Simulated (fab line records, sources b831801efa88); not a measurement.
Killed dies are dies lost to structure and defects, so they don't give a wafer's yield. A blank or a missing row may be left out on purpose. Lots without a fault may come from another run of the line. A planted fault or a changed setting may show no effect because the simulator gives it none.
Which tool did it? | flow gf180mcu | 12 lots, 35 wafers sampled, at 6 steps of a route of 602

WHAT THE GAUGES READ, wafer by wafer
GF_LVPWELL_OVL_MEAS_07.
lot  | measured    | on         | LVPWELL_OVL (nm)
L780 | day 3 20:28 | overlay-02 | 1.2 0.3 1.9
L781 | day 4 02:34 | overlay-02 | 0.5 0.3 0.0
L782 | day 4 09:39 | overlay-02 | 1.6 0.6 0.6
L783 | day 4 13:27 | overlay-02 | -1.0 -0.8 -0.9
L784 | day 4 18:08 | overlay-02 | 0.6 1.4 -0.7
L791 | day 6 20:13 | overlay-01 | 1.8 0.6
L794 | day 7 09:07 | overlay-01 | -0.8 -1.8 -0.7
L796 | day 7 16:05 | overlay-02 | 0.5 0.5 1.5
L798 | day 8 01:20 | overlay-01 | -0.9 0.3 0.1
L800 | day 8 15:13 | overlay-01 | 0.8 -1.9 -1.4
L801 | day 8 19:55 | overlay-01 | -0.6 -1.2 -1.1
L802 | day 9 03:01 | overlay-01 | -2.2 -1.3 -1.2

GF_LVPWELL_TW_MEAS_11.
lot  | measured    | on            | LVPWELL_TW
L780 | day 3 20:54 | film_metro-03 | 561 561 561
L781 | day 4 03:01 | film_metro-04 | 569 568 569
L782 | day 4 10:05 | film_metro-04 | 568 571 572
L783 | day 4 13:53 | film_metro-01 | 562 559 562
L784 | day 4 18:34 | film_metro-01 | 561 559 557
L791 | day 6 20:40 | film_metro-03 | 578 561
L794 | day 7 09:34 | film_metro-01 | 557 558 559
L796 | day 7 16:31 | film_metro-01 | 561 564 558
L798 | day 8 01:46 | film_metro-01 | 557 556 558
L800 | day 8 15:40 | film_metro-03 | 562 563 563
L801 | day 8 20:21 | film_metro-03 | 564 565 560
L802 | day 9 03:28 | film_metro-03 | 567 566 565

GF_VT_IMPLANT_RS_MEAS_48: measures by four-point-probe.
lot  | measured     | on            | LVPWELL_RS (ohm/sq)
L780 | day 7 12:35  | film_metro-01 | 1193 1193 1193
L781 | day 7 16:46  | film_metro-03 | 1200 1200 1200
L782 | day 8 02:42  | film_metro-01 | 1193 1193 1196
L783 | day 8 08:25  | film_metro-03 | 1202 1201 1197
L784 | day 8 15:08  | film_metro-03 | 1202 1201 1199
L791 | day 11 03:49 | film_metro-01 | 1127 1197
L794 | day 11 18:17 | film_metro-04 | 1196 1197 1194
L796 | day 12 03:47 | film_metro-03 | 1200 1198 1197
L798 | day 12 14:42 | film_metro-04 | 1200 1200 1201
L800 | day 13 06:24 | film_metro-01 | 1198 1195 1194
L801 | day 13 11:49 | film_metro-04 | 1192 1197 1195
L802 | day 13 21:23 | film_metro-04 | 1195 1194 1194

WHICH TOOL RAN EACH LOT (tool, then ch and the chambers of the sampled wafers, then the start)
lot  | GF_LVPWELL_IMPLANT_08          | GF_VT_IMPLANT_STRIP_42               | GF_VT_IMPLANT_RTA_45
L780 | implanter-04 ch 0, day 3 20:31 | plasma_asher-04 ch 0,1, day 7 12:01  | rtp_anneal-02 ch 0, day 7 12:14
L781 | implanter-01 ch 0, day 4 02:37 | plasma_asher-03 ch 0, day 7 16:13    | rtp_anneal-01 ch 0, day 7 16:25
L782 | implanter-04 ch 0, day 4 09:41 | plasma_asher-04 ch 0,1, day 8 02:09  | rtp_anneal-02 ch 0, day 8 02:22
L783 | implanter-03 ch 0, day 4 13:29 | plasma_asher-04 ch 0,1, day 8 07:51  | rtp_anneal-01 ch 0, day 8 08:04
L784 | implanter-04 ch 0, day 4 18:11 | plasma_asher-04 ch 0,1, day 8 14:33  | rtp_anneal-02 ch 0, day 8 14:47
L791 | implanter-04 ch 0, day 6 20:19 | plasma_asher-04 ch 0, day 11 03:14   | rtp_anneal-01 ch 0, day 11 03:28
L794 | implanter-03 ch 0, day 7 09:11 | plasma_asher-01 ch 0,1, day 11 17:43 | rtp_anneal-02 ch 0, day 11 17:56
L796 | implanter-03 ch 0, day 7 16:08 | plasma_asher-01 ch 0,1, day 12 03:13 | rtp_anneal-01 ch 0, day 12 03:26
L798 | implanter-03 ch 0, day 8 01:24 | plasma_asher-03 ch 0,1, day 12 14:08 | rtp_anneal-02 ch 0, day 12 14:21
L800 | implanter-01 ch 0, day 8 15:16 | plasma_asher-04 ch 1, day 13 05:51   | rtp_anneal-01 ch 0, day 13 06:04
L801 | implanter-03 ch 0, day 8 19:57 | plasma_asher-04 ch 0,1, day 13 11:15 | rtp_anneal-01 ch 0, day 13 11:28
L802 | implanter-01 ch 0, day 9 03:05 | plasma_asher-03 ch 0, day 13 20:49   | rtp_anneal-02 ch 0, day 13 21:02
- GF_LVPWELL_IMPLANT_08
- GF_VT_IMPLANT_STRIP_42: strips in O2/N2.
- GF_VT_IMPLANT_RTA_45: time 30 s.

WHAT THE TOOLS THEMSELVES READ (means of the sampled wafers that have a number; where no wafer has one, the mark that the record gives instead)
GF_LVPWELL_IMPLANT_08.
lot  | tool         | beam_on_s (s) | faraday_current_uA
L780 | implanter-04 | 10.01         | 84.6
L781 | implanter-01 | 10.17         | 83.5
L782 | implanter-04 | 10.03         | 84.4
L783 | implanter-03 | 10.01         | 84.6
L784 | implanter-04 | 10.06         | 83.9
L791 | implanter-04 | 10.51         | 80.9
L794 | implanter-03 | 10.08         | 83.9
L796 | implanter-03 | 10.12         | 83.7
L798 | implanter-03 | 10.04         | 84.0
L800 | implanter-01 | 10.10         | 83.8
L801 | implanter-03 | 10.00         | 84.7
L802 | implanter-01 | 10.03         | 84.6

GF_VT_IMPLANT_STRIP_42.
lot  | tool            | drypump_motor_current_A (A) | heater_power_w (W) | oes_product_au (a.u.) | platen_temp_c (C) | strip_time_to_endpoint_s (s)
L780 | plasma_asher-04 | 5.5                         | 403                | 0.716                 | 249.82            | 12.63
L781 | plasma_asher-03 | 4.7                         | 360                | 0.720                 | 249.93            | 12.62
L782 | plasma_asher-04 | 5.5                         | 395                | 0.713                 | 250.10            | 12.61
L783 | plasma_asher-04 | 5.5                         | 405                | 0.714                 | 250.10            | 12.66
L784 | plasma_asher-04 | 5.5                         | 405                | 0.718                 | 250.13            | 12.66
L791 | plasma_asher-04 | 6.0                         | 388                | 0.708                 | 249.54            | 12.67
L794 | plasma_asher-01 | 5.3                         | 356                | 0.714                 | 249.93            | 12.64
L796 | plasma_asher-01 | 5.3                         | 335                | 0.718                 | 249.89            | 12.68
L798 | plasma_asher-03 | 4.8                         | 336                | 0.721                 | 250.10            | 12.70
L800 | plasma_asher-04 | 5.2                         | 402                | 0.711                 | 250.22            | 12.63
L801 | plasma_asher-04 | 5.4                         | 401                | 0.711                 | 249.85            | 12.64
L802 | plasma_asher-03 | 4.7                         | 358                | 0.717                 | 249.78            | 12.62

GF_VT_IMPLANT_RTA_45.
lot  | tool          | lamp_power_pct (%) | wafer_temp_C_max
L780 | rtp_anneal-02 | 39                 | 1053.6
L781 | rtp_anneal-01 | 33                 | 1054.1
L782 | rtp_anneal-02 | 39                 | 1053.5
L783 | rtp_anneal-01 | 33                 | 1053.8
L784 | rtp_anneal-02 | 39                 | 1052.8
L791 | rtp_anneal-01 | 33                 | 1054.3
L794 | rtp_anneal-02 | 39                 | 1052.6
L796 | rtp_anneal-01 | 33                 | 1054.5
L798 | rtp_anneal-02 | 39                 | 1053.2
L800 | rtp_anneal-01 | 33                 | 1054.4
L801 | rtp_anneal-01 | 33                 | 1054.2
L802 | rtp_anneal-02 | 39                 | 1053.9

THE ANSWER, worked out from the rows above alone
Rule: what is usual is taken from the lots themselves. Put in order of their means at a reading, lots are off if they are a third of the lots or fewer, leave a main group of 4 or more, and stand apart from it by a gap of 3 or more times the standard deviation of the main group's means; of several such gaps the widest counts. A main group whose means are all the same, to the digits that the tables above print for the reading, isn't used. A lot without any number at a reading at which 4 lots or more have one is off too. The other lots that the step has rows for count as sound. The gauges are gone through in route order, then the tools' own readings, and for those a lot's mean is taken as printed above. The first step at which some lot is off is used, and at that step the reading that is off furthest; a lot without a number counts as furthest.
Off: L791, at GF_VT_IMPLANT_RS_MEAS_48 (LVPWELL_RS). The main group: mean 1197 ohm/sq, standard deviation 2.8.
A tool fits if, at a process step before that reading, it ran every lot that is off, and no sound lot after the first of them. The gauges at GF_VT_IMPLANT_RS_MEAS_48 aren't tried: what is off there is off at GF_LVPWELL_IMPLANT_08 too, on other tools, and a gauge's error can't cause that. One fits: implanter-04 at GF_LVPWELL_IMPLANT_08. Its last sound lot is L784 (day 4 18:11), its first lot that is off L791 (day 6 20:19): a fault that began between those two fits.
The tool's own readings at GF_LVPWELL_IMPLANT_08 bear it out: on the lots that are off they differ by more than 5 times the standard deviation of the sound lots' means. beam_on_s reads 10.51 s there against 10.06 s on the sound lots; faraday_current_uA reads 80.9 there against 84.2 on the sound lots.

WHAT THE SIMULATOR HAD PUT IN
Process parameter drift: implanter-04, from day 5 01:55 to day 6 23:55, at GF_LVPWELL_IMPLANT_08. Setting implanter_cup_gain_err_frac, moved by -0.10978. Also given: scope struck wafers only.
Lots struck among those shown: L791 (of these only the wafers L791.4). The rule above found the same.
